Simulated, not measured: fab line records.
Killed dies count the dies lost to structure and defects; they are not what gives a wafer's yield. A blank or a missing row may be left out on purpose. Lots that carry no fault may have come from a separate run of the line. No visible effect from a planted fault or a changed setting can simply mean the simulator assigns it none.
Shared-tool check :: flow gf180mcu :: Sample size 12 lots and 36 wafers

## WHAT PROMPTED THE OPENING
2 of 12 lots carry a flag on the reading NWELL_TW at GF_NWELL_TW_MEAS_11. Wafers without a fault read 1582, standard deviation 7.6.
Rule: a lot is flagged in two cases, either no wafer of it has a number, or all its wafers with numbers fall more than 4 standard deviations from that mean. As for the other lots, they are considered sound.

lot: L357
measured: day 3 18:04
on: film metro-04
NWELL_TW, wafer by wafer: 1575 1575 1586
flag: 

lot: L358
measured: day 4 01:49
on: film metro-01
NWELL_TW, wafer by wafer: 1577 1570 1580
flag: 

lot: L360
measured: day 4 10:23
on: film metro-04
NWELL_TW, wafer by wafer: 1584 1586 1569
flag: 

lot: L363
measured: day 5 03:58
on: film metro-03
NWELL_TW, wafer by wafer: 1584 1591 1577
flag: 

lot: L364
measured: day 5 10:15
on: film metro-03
NWELL_TW, wafer by wafer: 1581 1588 1587
flag: 

lot: L365
measured: day 5 15:03
on: film metro-03
NWELL_TW, wafer by wafer: 1586 1587 1578
flag: 

lot: L366
measured: day 5 21:28
on: film metro-04
NWELL_TW, wafer by wafer: 1595 1592 1599
flag: 

lot: L367
measured: day 6 00:48
on: film metro-01
NWELL_TW, wafer by wafer: 1596 1595 1588
flag: 

lot: L368
measured: day 6 09:56
on: film metro-03
NWELL_TW, wafer by wafer: 1581 1586 1577
flag: 

lot: L375
measured: day 7 21:32
on: film metro-04
NWELL_TW, wafer by wafer: 1462 1457 1467
flag: FLAGGED

lot: L377
measured: day 8 11:38
on: film metro-04
NWELL_TW, wafer by wafer: 1459 1453 1457
flag: FLAGGED

lot: L378
measured: day 8 18:59
on: film metro-04
NWELL_TW, wafer by wafer: 1580 1592 1585
flag: 
On average the flagged lots' numbers are 1459, which is -123 against the usual, or -16 standard deviations.

## WHICH TOOL RAN EACH LOT
The record keeps 1 process step preceding the reading, out of 602 steps on the route. Read each cell as the tool, then ch plus the chambers that the sampled wafers visited, then the start.
lot: L357
flag: 
GF_NWELL_IMPLANT_08: implanter-02 ch 0, day 3 17:40

lot: L358
flag: 
GF_NWELL_IMPLANT_08: implanter-02 ch 0, day 4 01:25

lot: L360
flag: 
GF_NWELL_IMPLANT_08: implanter-02 ch 0, day 4 09:59

lot: L363
flag: 
GF_NWELL_IMPLANT_08: implanter-04 ch 0, day 5 03:31

lot: L364
flag: 
GF_NWELL_IMPLANT_08: implanter-04 ch 0, day 5 09:51

lot: L365
flag: 
GF_NWELL_IMPLANT_08: implanter-02 ch 0, day 5 14:41

lot: L366
flag: 
GF_NWELL_IMPLANT_08: implanter-02 ch 0, day 5 21:06

lot: L367
flag: 
GF_NWELL_IMPLANT_08: implanter-03 ch 0, day 6 00:25

lot: L368
flag: 
GF_NWELL_IMPLANT_08: implanter-03 ch 0, day 6 09:33

lot: L375
flag: FLAGGED
GF_NWELL_IMPLANT_08: implanter-04 ch 0, day 7 21:10

lot: L377
flag: FLAGGED
GF_NWELL_IMPLANT_08: implanter-04 ch 0, day 8 11:14

lot: L378
flag: 
GF_NWELL_IMPLANT_08: implanter-03 ch 0, day 8 18:33
What is done by these steps:
- GF_NWELL_IMPLANT_08
- GF_NWELL_TW_MEAS_11

## FLAGGED AGAINST TOTAL, ONE TOOL AT A TIME (gauges that did the reading follow at the end)
step: GF_NWELL_IMPLANT_08
tool: implanter-02
lots run: 5
flagged: 0
share of the flagged lots: none
sound lots run after its first flagged lot: -

step: GF_NWELL_IMPLANT_08
tool: implanter-03
lots run: 3
flagged: 0
share of the flagged lots: none
sound lots run after its first flagged lot: -

step: GF_NWELL_IMPLANT_08
tool: implanter-04
lots run: 4
flagged: 2
share of the flagged lots: all
sound lots run after its first flagged lot: 0

step: GF_NWELL_TW_MEAS_11
tool: film metro-01
lots run: 2
flagged: 0
share of the flagged lots: none
sound lots run after its first flagged lot: -

step: GF_NWELL_TW_MEAS_11
tool: film metro-03
lots run: 4
flagged: 0
share of the flagged lots: none
sound lots run after its first flagged lot: -

step: GF_NWELL_TW_MEAS_11
tool: film metro-04
lots run: 6
flagged: 2
share of the flagged lots: all
sound lots run after its first flagged lot: 1 (L378)

## WHAT THE TABLE ALLOWS
2 rows of the table ran every flagged lot: implanter-04 at GF_NWELL_IMPLANT_08, film metro-04 at GF_NWELL_TW_MEAS_11.
- implanter-04 at GF_NWELL_IMPLANT_08 ran 4 lots, 2 of them flagged. Its last sound lot is L364 (day 5 09:51), its first flagged lot L375 (day 7 21:10): a fault that began between those two fits. Its own readings (dose ions cm2, faraday current uA) fall more than 4 standard deviations out on all wafers of the flagged lots.
- film metro-04 at GF_NWELL_TW_MEAS_11 ran 6 lots, 2 of them flagged. After the first flagged lot (L378), sound lots still ran on it; a lasting fault on the whole tool would not permit that.
implanter-04 at GF_NWELL_IMPLANT_08 is the single tool remaining.

## WHAT THE SIMULATOR HAD INSERTED
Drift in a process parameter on implanter-04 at GF_NWELL_IMPLANT_08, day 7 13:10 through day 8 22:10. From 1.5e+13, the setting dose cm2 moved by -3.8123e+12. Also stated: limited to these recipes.
Lots struck among those shown: L375, L377. This agrees with what the rule above found.
